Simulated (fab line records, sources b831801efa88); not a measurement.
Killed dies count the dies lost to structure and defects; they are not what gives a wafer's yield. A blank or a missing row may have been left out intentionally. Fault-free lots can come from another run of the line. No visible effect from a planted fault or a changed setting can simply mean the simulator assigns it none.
A struck lot beside a sound one || flow sky130 || 17 steps out of a route of 708
Sound: the wafers L829.3, L829.5, L829.6. The struck wafers were L824.3, L824.4, L824.6. Last of all comes the cause.
Per side, at each step with rows, come the tool, then ch with its chambers, and then its first start. Under that, the readings that differ: sound wafers || struck wafers || difference of the means || sigmas: that difference in standard deviations of wafers without a fault.
alike: same words and numbers on both sides, and readings whose means sit less than 2 such deviations apart. not compared: any withheld reading, any reading some wafer has no value for, any bound like >300 that may hide the same value, and any number with overlapping values for which the record gives no deviation.
A row with sigmas, a row that says differs or no value, or rows on one side alone: a step with any of these is where the two part. When numbers do not overlap yet have no deviation, they are printed without sigmas and do not part them. Lack of a reading on every wafer of one side parts them only where that side has two or more wafers.

first, 5 steps without rows for these wafers: SKY_FIELD_ISO_WET_ETCH_28 (etches SiO2 in dHF, target depth 23.7 nm, time 47 s); SKY_FIELD_ISO_WET_ETCH_29 (etches Si3N4 in H3PO4, target depth 160 nm, time 1825 s); SKY_FIELD_ISO_WET_ETCH_30 (etches SiO2 in dHF, target depth 25 nm, time 50 s); SKY_NWELL_CLEAN_00 (cleans in SC1/SC2, time 150 s); SKY_NWELL_OXIDATION_01 (stabilise 600 s, purge 300 s, target thk 10 nm).
SKY_NWELL_THK_MEAS_02:
  sound: filmMetro-01 at day 6 16:29; struck: filmMetro-04 at day 5 18:07
  alike: NWELL_OXIDATION_THK
then, 6 steps without rows for these wafers: SKY_DNWELL_DEHYDRATE_00 (time 60 s); SKY_DNWELL_HMDS_01 (prime time 60 s); SKY_DNWELL_COAT_02 (resist thk 3000 nm); SKY_DNWELL_SOFTBAKE_03; SKY_DNWELL_EXPOSE_04 (exposes mask DNM, target cd 3000 nm); SKY_DNWELL_PEB_05.
SKY_DNWELL_DEVELOP_06: develop time 60 s.
  sound on lithoTrack-03 ch 0, day 7 12:00; struck on lithoTrack-03, day 6 12:00
  no value came back on the struck wafers for chillPlateTempC (C), developTimeS (s); on the sound wafers chillPlateTempC (C) reads 23.10 22.67 23.02
next, for these wafers, 1 step has no rows: SKY_DNWELL_IMPLANT_07.
SKY_DNWELL_STRIP_08: strips in O2/N2.
  sound on plasmaAsher-01 ch 0,1, day 7 12:49; struck on plasmaAsher-02 ch 0,1, day 6 12:47
  alike: drypumpMotorCurrentA, o2FlowSccm, oesProductAu, stripTimeToEndpointS
  not compared: rfHoursCounterH
SKY_DNWELL_TW_MEAS_09:
  sound: filmMetro-04 at day 7 12:55; struck: filmMetro-03 at day 6 12:52
{"reading": "DNWELL_TW", "sound": "1114 1114 1111", "struck": "30 30 30", "difference": -1083, "sigmas": "-99 or more"}
then, 1 step without rows for these wafers: SKY_PWDE_DEHYDRATE_00 (time 60 s).

WHERE THEY PART
Earliest at SKY_DNWELL_DEVELOP_06; latest, in this record, at SKY_DNWELL_TW_MEAS_09.

WHY: what had been put in by the simulator
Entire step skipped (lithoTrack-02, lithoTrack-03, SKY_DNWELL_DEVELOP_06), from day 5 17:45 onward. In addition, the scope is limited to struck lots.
